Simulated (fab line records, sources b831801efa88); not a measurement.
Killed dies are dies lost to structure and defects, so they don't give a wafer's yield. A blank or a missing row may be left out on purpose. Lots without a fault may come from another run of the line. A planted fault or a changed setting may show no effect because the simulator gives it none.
Which tool did it? | flow gf180mcu | 13 lots, 39 wafers sampled, at 5 steps of a route of 602

WHAT THE GAUGES READ, wafer by wafer
GF_V2_THK_MEAS_03.
lot  | measured     | on            | V2_CVD_02_THK (nm)
L102 | day 19 16:35 | film_metro-04 | 834 853 854
L103 | day 20 00:50 | film_metro-01 | 866 866 855
L105 | day 20 21:17 | film_metro-04 | 845 852 854
L108 | day 21 19:07 | film_metro-01 | 844 857 850
L109 | day 22 15:08 | film_metro-02 | 840 846 846
L110 | day 22 16:53 | film_metro-04 | 854 848 864
L111 | day 23 01:04 | film_metro-02 | 838 847 840
L112 | day 23 08:28 | film_metro-02 | 843 834 846
L113 | day 23 22:53 | film_metro-04 | 842 857 849
L114 | day 24 02:53 | film_metro-02 | 846 841 860
L115 | day 24 10:11 | film_metro-02 | 852 851 868
L116 | day 24 15:35 | film_metro-02 | 841 839 860
L124 | day 27 03:00 | film_metro-04 | 835 400 870

WHICH TOOL RAN EACH LOT (tool, then ch and the chambers of the sampled wafers, then the start)
lot  | GF_V1_SPUTTER_21             | GF_M2_SPUTTER_04             | GF_M2_METAL_ETCH_16               | GF_V2_CVD_02
L102 | pvd_sputter-04, day 18 14:32 | pvd_sputter-01, day 18 15:24 | rie_metal-02 ch 0,1, day 19 15:40 | pecvd-04 ch 1,2, day 19 16:30
L103 | pvd_sputter-01, day 18 22:50 | pvd_sputter-02, day 18 23:43 | rie_metal-02 ch 0,1, day 19 23:58 | pecvd-02 ch 0,1,2, day 20 00:46
L105 | pvd_sputter-01, day 19 18:59 | pvd_sputter-02, day 19 19:51 | rie_metal-04 ch 0,1, day 20 20:25 | pecvd-02 ch 0,1, day 20 21:13
L108 | pvd_sputter-03, day 20 17:25 | pvd_sputter-01, day 20 18:17 | rie_metal-01 ch 0,1, day 21 18:13 | pecvd-03 ch 1,2, day 21 19:01
L109 | pvd_sputter-01, day 21 14:02 | pvd_sputter-02, day 21 14:56 | rie_metal-02 ch 0,1, day 22 14:13 | pecvd-02 ch 1,2, day 22 15:04
L110 | pvd_sputter-01, day 21 15:43 | pvd_sputter-04, day 21 16:37 | rie_metal-01 ch 0, day 22 15:57   | pecvd-02 ch 0,1, day 22 16:48
L111 | pvd_sputter-03, day 21 23:43 | pvd_sputter-02, day 22 00:35 | rie_metal-01 ch 0,1, day 23 00:07 | pecvd-04 ch 1,2, day 23 00:57
L112 | pvd_sputter-04, day 22 07:20 | pvd_sputter-04, day 22 08:13 | rie_metal-04 ch 0,1, day 23 07:34 | pecvd-03 ch 0,1,2, day 23 08:24
L113 | pvd_sputter-04, day 22 21:19 | pvd_sputter-01, day 22 22:11 | rie_metal-04 ch 0,1, day 23 22:01 | pecvd-03 ch 0,1,2, day 23 22:49
L114 | pvd_sputter-03, day 23 01:49 | pvd_sputter-04, day 23 02:41 | rie_metal-02 ch 0,1, day 24 02:01 | pecvd-04 ch 0,1,2, day 24 02:49
L115 | pvd_sputter-03, day 23 09:26 | pvd_sputter-04, day 23 10:19 | rie_metal-02 ch 1, day 24 09:19   | pecvd-02 ch 0,1,2, day 24 10:07
L116 | pvd_sputter-03, day 23 15:11 | pvd_sputter-04, day 23 16:03 | rie_metal-02 ch 0,1, day 24 14:43 | pecvd-03 ch 1,2, day 24 15:31
L124 | pvd_sputter-01, day 26 04:29 | pvd_sputter-02, day 26 05:21 | rie_metal-02 ch 0,1, day 27 02:09 | pecvd-02 ch 0,2, day 27 02:55
- GF_V1_SPUTTER_21: material Ti, target thk 15 nm, time 80.02 s.
- GF_M2_SPUTTER_04: material TiN, target thk 50 nm, time 41.7 s.
- GF_M2_METAL_ETCH_16: etches the open film in Cl2/BCl3, stops on SiO2, target depth 750.8 nm, time 125.1 s.
- GF_V2_CVD_02: deposits SiO2 from TEOS, target thk 850 nm, time 94.851 s.

WHAT THE TOOLS THEMSELVES READ (means of the sampled wafers that have a number; where no wafer has one, the mark that the record gives instead)
GF_V1_SPUTTER_21.
lot  | tool           | throttle_valve_pct (%)
L102 | pvd_sputter-04 | 29.0
L103 | pvd_sputter-01 | 29.5
L105 | pvd_sputter-01 | 29.6
L108 | pvd_sputter-03 | 31.1
L109 | pvd_sputter-01 | 29.6
L110 | pvd_sputter-01 | 30.5
L111 | pvd_sputter-03 | 30.5
L112 | pvd_sputter-04 | 29.6
L113 | pvd_sputter-04 | 29.8
L114 | pvd_sputter-03 | 29.6
L115 | pvd_sputter-03 | 29.8
L116 | pvd_sputter-03 | 29.3
L124 | pvd_sputter-01 | 29.4

GF_M2_SPUTTER_04.
lot  | tool           | throttle_valve_pct (%)
L102 | pvd_sputter-01 | 28.9
L103 | pvd_sputter-02 | 29.8
L105 | pvd_sputter-02 | 29.7
L108 | pvd_sputter-01 | 30.6
L109 | pvd_sputter-02 | 30.1
L110 | pvd_sputter-04 | 30.1
L111 | pvd_sputter-02 | 29.8
L112 | pvd_sputter-04 | 29.7
L113 | pvd_sputter-01 | 29.5
L114 | pvd_sputter-04 | 29.5
L115 | pvd_sputter-04 | 29.9
L116 | pvd_sputter-04 | 29.7
L124 | pvd_sputter-02 | 29.6

GF_M2_METAL_ETCH_16.
lot  | tool         | drypump_motor_current_A (A) | oes_product_au (a.u.) | throttle_valve_pct (%)
L102 | rie_metal-02 | 5.8                         | 0.990                 | 28.233
L103 | rie_metal-02 | 5.7                         | 0.992                 | 28.234
L105 | rie_metal-04 | 6.1                         | 0.989                 | 28.232
L108 | rie_metal-01 | 5.4                         | 0.988                 | 28.229
L109 | rie_metal-02 | 5.7                         | 0.995                 | 28.236
L110 | rie_metal-01 | 5.6                         | 0.990                 | 28.228
L111 | rie_metal-01 | 5.4                         | 0.992                 | 28.234
L112 | rie_metal-04 | 6.1                         | 0.992                 | 28.227
L113 | rie_metal-04 | 5.8                         | 0.987                 | 28.231
L114 | rie_metal-02 | 5.7                         | 0.991                 | 28.234
L115 | rie_metal-02 | 5.9                         | 0.984                 | 28.238
L116 | rie_metal-02 | 5.7                         | 0.984                 | 28.227
L124 | rie_metal-02 | 5.7                         | 0.989                 | 28.238

GF_V2_CVD_02.
lot  | tool     | heater_power_outer_w (W) | heater_power_w (W)
L102 | pecvd-04 | 446                      | 740
L103 | pecvd-02 | 371                      | 657
L105 | pecvd-02 | 318                      | 584
L108 | pecvd-03 | 390                      | 699
L109 | pecvd-02 | 325                      | 571
L110 | pecvd-02 | 343                      | 655
L111 | pecvd-04 | 455                      | 777
L112 | pecvd-03 | 445                      | 739
L113 | pecvd-03 | 443                      | 737
L114 | pecvd-04 | 474                      | 783
L115 | pecvd-02 | 383                      | 681
L116 | pecvd-03 | 396                      | 699
L124 | pecvd-02 | 383                      | 690

THE ANSWER, worked out from the rows above alone
Rule: what is usual is taken from the lots themselves. Put in order of their means at a reading, lots are off if they are a third of the lots or fewer, leave a main group of 4 or more, and stand apart from it by a gap of 3 or more times the standard deviation of the main group's means; of several such gaps the widest counts. A main group whose means are all the same, to the digits that the tables above print for the reading, isn't used. A lot without any number at a reading at which 4 lots or more have one is off too. The other lots that the step has rows for count as sound. The gauges are gone through in route order, then the tools' own readings, and for those a lot's mean is taken as printed above. The first step at which some lot is off is used, and at that step the reading that is off furthest; a lot without a number counts as furthest.
Off: L124, at GF_V2_THK_MEAS_03 (V2_CVD_02_THK). The main group: mean 850 nm, standard deviation 6.
A tool fits if, at a process step before that reading, it ran every lot that is off, and no sound lot after the first of them. The gauges at GF_V2_THK_MEAS_03 are tried like those tools. Can't be told from this: 5 tools fit, pvd_sputter-01 at GF_V1_SPUTTER_21, pvd_sputter-02 at GF_M2_SPUTTER_04, rie_metal-02 at GF_M2_METAL_ETCH_16, pecvd-02 at GF_V2_CVD_02, film_metro-04 at GF_V2_THK_MEAS_03.

WHAT THE SIMULATOR HAD PUT IN
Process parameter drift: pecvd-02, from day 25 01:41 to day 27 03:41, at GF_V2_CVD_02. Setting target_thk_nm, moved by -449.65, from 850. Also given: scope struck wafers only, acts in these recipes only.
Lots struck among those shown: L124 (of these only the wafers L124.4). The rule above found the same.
